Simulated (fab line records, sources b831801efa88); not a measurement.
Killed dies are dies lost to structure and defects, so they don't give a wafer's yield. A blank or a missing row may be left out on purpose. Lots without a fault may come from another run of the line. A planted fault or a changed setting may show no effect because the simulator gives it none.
Problem report in the 8D (eight disciplines) form, filled by code | flow sfq_line | the parts of the form that need people (team, actions taken, sign-off) are left out

1. THE PROBLEM
chamber_pressure_mTorr at SFQ_TRILAYER_I1_VIA_STRIP_STRIP_053 reads a mean of 40.03 mTorr on 9 wafers of 3 lots; wafers without a fault read 50.00 mTorr with a standard deviation of 0.047. That is -99 or more standard deviations from the usual mean.
The step: strips in O2.
First seen on wafer L609.3, day 26 03:43, on rie_metal-02. The record holds 45 wafers of 15 lots with a number at this step. Rule for "out", or "out of limits": more than 4 standard deviations from the usual mean. The other wafers with a number count as sound.

2. WHAT IT IS AND WHAT IT IS NOT
question                    | is                     | is not
which readings at this step | chamber_pressure_mTorr | drypump_motor_current_A, oes_product_au
which lots                  | L609, L611, L614       | L594, L595, L597, L599, L600, L601, L602, L603, L608, L612, L616, L617
which wafers of those lots  | all that have a number | -
read on which tools         | rie_metal-02           | rie_metal-01, rie_metal-04
when                        | from day 26 03:43      | up to then (27 sound wafers); but 9 sound wafers of L612, L616, L617 came after

3. SUSPECTS, AND WHAT RULES EACH OUT
Counting: a tool at a process step up to the reading stays a suspect if it ran every lot that is out and no sound lot after the first of them.
- rie_metal-02 at SFQ_TRILAYER_I1_VIA_STRIP_STRIP_053 (strips in O2): kept. It ran every lot that is out, first L609 (day 26 03:43), and no sound lot after that; its last sound lot up to then is L603 (day 25 11:55). Its own readings are out on those wafers: chamber_pressure_mTorr.
Left after counting: rie_metal-02 at SFQ_TRILAYER_I1_VIA_STRIP_STRIP_053.

4. THE CAUSE (what the simulator had put in)
Process parameter drift: rie_metal-02, from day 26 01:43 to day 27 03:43, at SFQ_TRILAYER_I1_VIA_STRIP_STRIP_053. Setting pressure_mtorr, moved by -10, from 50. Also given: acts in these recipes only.
Counting left only this tool.

5. THE CHAIN OF EFFECTS, in route order
Each row: a reading whose mean over the struck wafers that have a number lies more than 3 standard deviations from the usual. Only readings for which the record gives a usual standard deviation are gone through. hours: the time from each lot's start at the first step in this table that gives one to its start at this step, as a median over the lots. sigmas: the change in usual standard deviations.
hours | step                                | reading                | usual       | on struck wafers | change | sigmas
0     | SFQ_TRILAYER_I1_VIA_STRIP_STRIP_053 | chamber_pressure_mTorr | 50.00 mTorr | 40.03            | -9.97  | -99 or more
The process steps in it:
- SFQ_TRILAYER_I1_VIA_STRIP_STRIP_053: strips in O2.

6. WHAT WOULD HAVE CAUGHT IT SOONER
In this record the first reading out of limits was taken at day 26 03:43, 2 hours after the fault began at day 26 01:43.
